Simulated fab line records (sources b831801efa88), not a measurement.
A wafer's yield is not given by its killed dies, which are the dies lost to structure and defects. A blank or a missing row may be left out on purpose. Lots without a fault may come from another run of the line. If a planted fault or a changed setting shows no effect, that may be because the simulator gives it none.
Lot-split experiment | flow sky130 | route with 708 steps; 5 lots, 23 wafers read

SPLIT DETAILS
At SKY_VIA3_SPUTTER_20 (material TiN, target thk 20 nm, time 80 s), the setting time_s was moved away from the recipe's 80 s on 9 of the 23 wafers read, by -11.9% to +14.9%. All remaining wafers had this setting at the recipe value.

The split's own step is where the reading is taken.

THE READING
TiN_of_VIA3_SPUTTER_20.thk_nm (the simulator's own value, which no gauge read), in nm, at SKY_VIA3_SPUTTER_20 (material TiN, target thk 20 nm, time 80 s). There is no usual value for it anywhere in the file. Average 19.83 nm, standard deviation 0.26 nm, over the 14 wafers here run with the recipe.

wafer  | tool, chamber at the split | time_s as run, s | against the recipe | TiN_of_VIA3_SPUTTER_20.thk_nm, nm | against lot-mates on the recipe
L074.1 | pvd_sputter-03, -          | 80               | recipe             | 19.52                             | -
L074.2 | pvd_sputter-03, -          | 80               | recipe             | 19.79                             | -
L074.3 | pvd_sputter-03, -          | 75.95            | -5.1%              | 18.91                             | -0.81
L074.4 | pvd_sputter-03, -          | 80               | recipe             | 19.86                             | -
L074.6 | pvd_sputter-03, -          | 75.95            | -5.1%              | 18.9                              | -0.82
L075.1 | pvd_sputter-02, -          | 80               | recipe             | 19.74                             | -
L075.3 | pvd_sputter-02, -          | 80               | recipe             | 19.68                             | -
L075.4 | pvd_sputter-02, -          | 91.96            | +14.9%             | 23.19                             | +3.42
L075.5 | pvd_sputter-02, -          | 91.96            | +14.9%             | 22.69                             | +2.92
L075.6 | pvd_sputter-02, -          | 80               | recipe             | 19.89                             | -
L076.1 | pvd_sputter-01, -          | 80               | recipe             | 19.54                             | -
L076.2 | pvd_sputter-01, -          | 73.97            | -7.5%              | 18.17                             | -1.54
L076.3 | pvd_sputter-01, -          | 80               | recipe             | 19.89                             | -
L076.5 | pvd_sputter-01, -          | 73.97            | -7.5%              | 18.14                             | -1.57
L076.6 | pvd_sputter-01, -          | 73.97            | -7.5%              | 17.69                             | -2.02
L077.1 | pvd_sputter-03, -          | 70.48            | -11.9%             | 17.6                              | -2.30
L077.6 | pvd_sputter-03, -          | 70.48            | -11.9%             | 17.6                              | -2.30
L077.2 | pvd_sputter-03, -          | 80               | recipe             | 19.97                             | -
L077.3 | pvd_sputter-03, -          | 80               | recipe             | 20.08                             | -
L077.4 | pvd_sputter-03, -          | 80               | recipe             | 19.65                             | -
L081.1 | pvd_sputter-01, -          | 80               | recipe             | 20.16                             | -
L081.2 | pvd_sputter-01, -          | 80               | recipe             | 19.43                             | -
L081.3 | pvd_sputter-01, -          | 80               | recipe             | 20.42                             | -

FIT RESULTS
A straight line over all 23 wafers: TiN_of_VIA3_SPUTTER_20.thk_nm changes by +0.207 nm for each +1% of time_s; r = +0.98; the points scatter about the line by 0.27 nm.
The same after taking each lot's own level away (the mean of its wafers on the recipe; 23 wafers): +0.207 nm for each +1%; r = +0.98; scatter 0.25 nm.
That fit puts the effect of the largest move of time_s on the reading at 3.1 nm.
Measured against the standard deviation above, the lots' own levels, which go from 19.715 to 20.003 nm, span 1.1 times it.
Hence the lot-to-lot level has little effect on the slope; both slopes agree.
Check: +2.97 nm against its lot-mates is what the line predicts for one of the wafers moved furthest among these (+14.9%) when that wafer is left out of the fit. Against them it came out at +3.42 nm.

ADDITIONAL SPLITS CARRIED BY THESE WAFERS
Other splits were also applied to these wafers ahead of the reading. Each is held against what the fit with the lots' levels taken away leaves over:
other split on the same wafers | wafers away from the commonest value | r with TiN_of_VIA3_SPUTTER_20.thk_nm (lot level and that fit taken away)
SKY_VIA2_SPUTTER_20 power_w    | 11                                   | +0.16
SKY_CAPM_COAT_07 resist_thk_nm | 9                                    | -0.16
SKY_CAPM_DEVELOP_11 dev_temp_c | 5                                    | +0.33
SKY_METAL3_COAT_08 spin_rpm    | 8                                    | +0.17
SKY_VIA3_HDPCVD_00 time_s      | 8                                    | -0.42

THE FILE'S OWN FIT
TiN_of_VIA3_SPUTTER_20.thk_nm changes by +0.205 nm for each +1% of time_s, r = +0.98.
